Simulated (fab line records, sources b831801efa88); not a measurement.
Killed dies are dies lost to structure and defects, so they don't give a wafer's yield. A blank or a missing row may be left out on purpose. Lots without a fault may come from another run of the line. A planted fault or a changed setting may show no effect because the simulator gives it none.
A struck lot beside a sound one | flow sky130 | 15 steps out of a route of 708
Sound: wafers L147.1, L147.5, L147.6. Struck: wafers L159.2, L159.3, L159.6. The cause comes at the end.
At each step with rows: each side's tool, then ch and its chambers, then its first start. Under that, the readings that differ: sound wafers | struck wafers | difference of the means | sigmas: that difference in standard deviations of wafers without a fault.
alike: readings whose means differ by less than 2 such deviations, and words and numbers that are the same on both sides. not compared: withheld readings, readings that some wafer has no value for, bounds like >300 that may hide the same value, and numbers for which the record gives no deviation and whose values overlap.
The two part at a step that has a row with sigmas, a row that says differs or no value, or rows on one side only. Numbers that don't overlap but have no deviation are shown without sigmas and don't part them. A reading that every wafer of one side lacks parts them only if that side has two wafers or more.

first, 1 step without rows for these wafers: SKY_POLY_GATE_OXIDATION_20 (stabilise 600 s, purge 300 s, target thk 4 nm).
SKY_POLY_GATE_THK_MEAS_21:
  sound on film_metro-02, day 17 17:46; struck on film_metro-01, day 21 14:19
  alike: POLY_GATE_OXIDATION_THK
SKY_POLY_GATE_CD_MEAS_22:
  sound on cd_sem-02, day 17 17:50; struck on cd_sem-02, day 21 14:24
  alike: cd_nm
then, 7 steps without rows for these wafers: SKY_LDD_N_DEHYDRATE_00 (time 60 s); SKY_LDD_N_HMDS_01 (prime time 60 s); SKY_LDD_N_COAT_02 (resist thk 300 nm); SKY_LDD_N_SOFTBAKE_03 (time 60 s); SKY_LDD_N_EXPOSE_04 (exposes mask NTM, target cd 840 nm); SKY_LDD_N_PEB_05; SKY_LDD_N_DEVELOP_06 (develop time 60 s).
SKY_LDD_N_OVL_MEAS_07:
  sound on overlay-02, day 18 20:38; struck on overlay-02, day 22 20:35
  alike: LDD_N_OVL
then, 1 step without rows for these wafers: SKY_LDD_N_IMPLANT_08.
SKY_LDD_N_IMPLANT_09:
  sound on implanter-02 ch 0, day 18 20:49; struck on implanter-03 ch 0, day 22 20:47
  reading                   | sound                | struck               | difference | sigmas
  beam_energy_keV           | 20.003 19.996 20.000 | 16.976 16.981 16.971 | -3.024     | -99 or more
  beam_on_s (s)             | 10.27 9.80 10.02     | 11.62 11.84 11.64    | +1.67      | +8
  faraday_current_uA        | 413 430 421          | 363 357 364          | -60        | -7
  model.implant.rp_nm (nm)  | 15.92 15.92 15.92    | 14.16 14.16 14.16    | -1.76      |
  model.implant.drp_nm (nm) | 7.212 7.212 7.212    | 6.446 6.446 6.446    | -0.766     |
then, 1 step without rows for these wafers: SKY_LDD_N_IMPLANT_10.
-- the record jumps here: 26 days lie between the struck wafers' starts before and after (it left off in module LDD_N and takes up again in module PAD_OPEN, whose first step shown is number 708 of the route) --
SKY_PAD_OPEN_PROBE_99:
  sound on prober-01, day 46 12:53; struck on prober-01, day 49 01:31
  alike: killed_at_M0_to_M3, killed_at_M4_up, killed_at_contacts, killed_at_front_end, killed_at_other, killed_dies, killed_open, killed_short
  not compared: model.etest.tip_n.rs_ohm_sq

WHERE THEY PART
Only at SKY_LDD_N_IMPLANT_09, within this record. Later steps at which nothing parts them and some readings are alike: SKY_PAD_OPEN_PROBE_99.

WHY: what the simulator had put in
Process parameter drift: implanter-03, from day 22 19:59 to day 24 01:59, at SKY_LDD_N_IMPLANT_09. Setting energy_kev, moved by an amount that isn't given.
